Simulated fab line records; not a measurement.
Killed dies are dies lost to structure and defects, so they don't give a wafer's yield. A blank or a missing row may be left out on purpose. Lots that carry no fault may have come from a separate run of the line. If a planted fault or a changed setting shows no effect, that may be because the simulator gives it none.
Struck lot and sound lot, side by side    flow sky130    14 out of 708 route steps
Sound: wafers L165.1, L165.3, L165.4. The struck wafers were L176.1, L176.3, L176.6. The cause is given at the end.
Order at every step that has rows: each side's tool, ch and its chambers, its first start. Under that, the readings that differ: sound wafers    struck wafers    difference of the means    sigmas: that difference in standard deviations of wafers without a fault.
alike: readings with means less than 2 such deviations apart, plus words and numbers identical on both sides. not compared: withheld readings, readings lacking a value on some wafer, bounds such as >300 that could conceal the same value, and numbers that have no deviation in the record and whose values overlap.
The two part at a step that has a row with sigmas, a row that says differs or no value, or rows on one side only. Numbers that have no deviation but don't overlap get no sigmas and don't part them. Lack of a reading on every wafer of one side parts them only where that side has two or more wafers.

first, 2 steps without rows for these wafers: SKY_SONOS_TUNNEL_CLEAN_13 (cleans in dHF, time 20 s); SKY_SONOS_ONO_OXIDATION_00 (stabilise 600 s, purge 300 s, target thk 2.6 nm).
SKY_SONOS_ONO_THK_MEAS_01:
  sound on film_metro-01 at day 12 15:13; struck on film_metro-01 at day 16 11:41
  alike: SONOS_ONO_OXIDATION_THK
then, 1 step without rows for these wafers: SKY_SONOS_ONO_CVD_02 (deposits Si3N4 from DCS/NH3, target thk 10.5 nm, time 180 s).
SKY_SONOS_ONO_THK_MEAS_03:
  sound on film_metro-01 at day 12 17:14; struck on film_metro-04 at day 17 12:23
  alike: SONOS_ONO_CVD_02_THK
then, 1 step without rows for these wafers: SKY_SONOS_ONO_CVD_04 (deposits SiO2 from SiH4/N2O, target thk 5.7199 nm).
SKY_SONOS_ONO_THK_MEAS_05:
  sound on film_metro-01 at day 12 18:32; struck on film_metro-04 at day 17 13:42
reading                    sound           struck          difference  sigmas
SONOS_ONO_CVD_04_THK (nm)  5.92 5.82 5.95  5.62 5.57 5.62  -0.29       -2
then, 5 steps without rows for these wafers: SKY_SONOS_ONO_DEHYDRATE_06 (time 60 s); SKY_SONOS_ONO_HMDS_07 (prime time 60 s); SKY_SONOS_ONO_COAT_08 (resist thk 1140 nm); SKY_SONOS_ONO_SOFTBAKE_09 (time 60 s); SKY_SONOS_ONO_EXPOSE_10 (exposes mask ONOM, target cd 410 nm).
SKY_SONOS_ONO_PEB_11:
  sound on litho_track-01 ch 0, day 13 19:32; struck on litho_track-03, day 18 19:59
reading          sound           struck  difference                     sigmas
exhaust_pa (Pa)  45.5 45.5 44.4  - - -   no value on the struck wafers  
  not compared: chill_plate_temp_C
then, 1 step without rows for these wafers: SKY_SONOS_ONO_DEVELOP_12 (develop time 60 s).

WHERE THEY PART
At SKY_SONOS_ONO_THK_MEAS_05 first; at SKY_SONOS_ONO_PEB_11 last (within this record only).

WHY: whatever the simulator had introduced
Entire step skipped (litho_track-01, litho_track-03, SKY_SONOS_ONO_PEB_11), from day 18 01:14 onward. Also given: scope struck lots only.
